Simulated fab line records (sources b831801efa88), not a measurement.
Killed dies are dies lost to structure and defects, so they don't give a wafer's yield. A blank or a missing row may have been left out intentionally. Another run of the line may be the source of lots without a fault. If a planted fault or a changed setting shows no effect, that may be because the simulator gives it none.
Matching of chambers + flow gf180mcu + GF_V3_CMP_04 on cmp-02 has 4 sister chambers
The step polishes SiO2. 27 wafers are shown with their chamber, then 12 later ones without.

WAFERS, EACH WITH ITS CHAMBER
| wafer  | chamber | motor-current-A (A) | time-to-endpoint-s (s) |
|--------|---------|---------------------|------------------------|
| L074.2 | 2       | 12.1                | 83                     |
| L074.5 | 2       | 12.4                | 87                     |
| L074.6 | 3       | 10.8                | 87                     |
| L075.1 | 3       | 10.5                | 84                     |
| L075.2 | 0       | 12.1                | 83                     |
| L075.5 | 1       | 13.0                | 90                     |
| L080.2 | 3       | 10.6                | 81                     |
| L080.4 | 1       | 12.8                | 85                     |
| L080.6 | 0       | 12.7                | 89                     |
| L081.1 | 0       | 12.7                | 83                     |
| L081.3 | 2       | 12.5                | 85                     |
| L081.4 | 3       | 11.2                | 85                     |
| L082.1 | 1       | 12.7                | 78                     |
| L082.3 | 2       | 12.6                | 84                     |
| L082.5 | 3       | 10.8                | 86                     |
| L083.2 | 0       | 13.3                | 83                     |
| L083.3 | 1       | 13.2                | 75                     |
| L083.6 | 2       | 12.0                | 87                     |
| L086.1 | 1       | 12.5                | 82                     |
| L086.4 | 0       | 12.1                | 90                     |
| L086.6 | 3       | 11.0                | 85                     |
| L089.1 | 2       | 12.0                | 74                     |
| L089.3 | 3       | 10.8                | 72                     |
| L089.6 | 3       | 10.8                | 82                     |
| L090.1 | 0       | 12.8                | 73                     |
| L090.4 | 2       | 12.6                | 76                     |
| L090.5 | 3       | 10.7                | 74                     |

SIGNATURES (averages over the wafers above)
| reading            | chamber 0 | chamber 1 | chamber 2 | chamber 3 | scatter within a chamber |
|--------------------|-----------|-----------|-----------|-----------|--------------------------|
| motor-current-A    | 12.617    | 12.840    | 12.314    | 10.800    | 0.304                    |
| time-to-endpoint-s | 83.50     | 82.00     | 82.29     | 81.78     | 5.57                     |
Rule: for a wafer and a chamber, the distance is found by dividing, reading by reading, the gap between the wafer's reading and the chamber's mean by the reading's scatter, squaring, summing and taking the root. If the next closest chamber is less than 2 further off than the closest, the wafer can't be placed; otherwise it belongs to the closest. The scatter: take each reading less its chamber's mean, square it, sum over the shown wafers, divide by the number of wafers less the number of chambers, and take the root.

WAFERS WITHOUT THEIR CHAMBER
| wafer  | motor-current-A (A) | time-to-endpoint-s (s) |
|--------|---------------------|------------------------|
| L091.2 | 12.6                | 74                     |
| L091.3 | 10.5                | 77                     |
| L091.4 | 12.0                | 81                     |
| L093.3 | 13.1                | 80                     |
| L093.5 | 12.5                | 80                     |
| L093.6 | 12.8                | 87                     |
| L094.2 | 11.9                | 78                     |
| L094.4 | 11.1                | 78                     |
| L094.6 | 12.7                | 82                     |
| L096.1 | 12.3                | 79                     |
| L096.2 | 12.7                | 78                     |
| L096.6 | 10.6                | 83                     |

CHAMBER TAKEN BY EACH
| wafer  | from the rows above          | in truth |
|--------|------------------------------|----------|
| L091.2 | can't be placed: 1 or 0 or 2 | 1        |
| L091.3 | 3                            | 3        |
| L091.4 | can't be placed: 2 or 0 or 1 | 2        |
| L093.3 | can't be placed: 1 or 0 or 2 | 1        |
| L093.5 | can't be placed: 2 or 0 or 1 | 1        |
| L093.6 | can't be placed: 0 or 1 or 2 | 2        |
| L094.2 | can't be placed: 2 or 0 or 1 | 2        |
| L094.4 | 3                            | 3        |
| L094.6 | can't be placed: 0 or 1 or 2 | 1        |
| L096.1 | can't be placed: 2 or 0 or 1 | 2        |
| L096.2 | can't be placed: 1 or 0 or 2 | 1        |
| L096.6 | 3                            | 3        |
Correct placement for 3 of the 12. Cannot be placed on the basis of these rows: 9; the candidates contain the true chamber in 9. Number placed wrongly: 0.
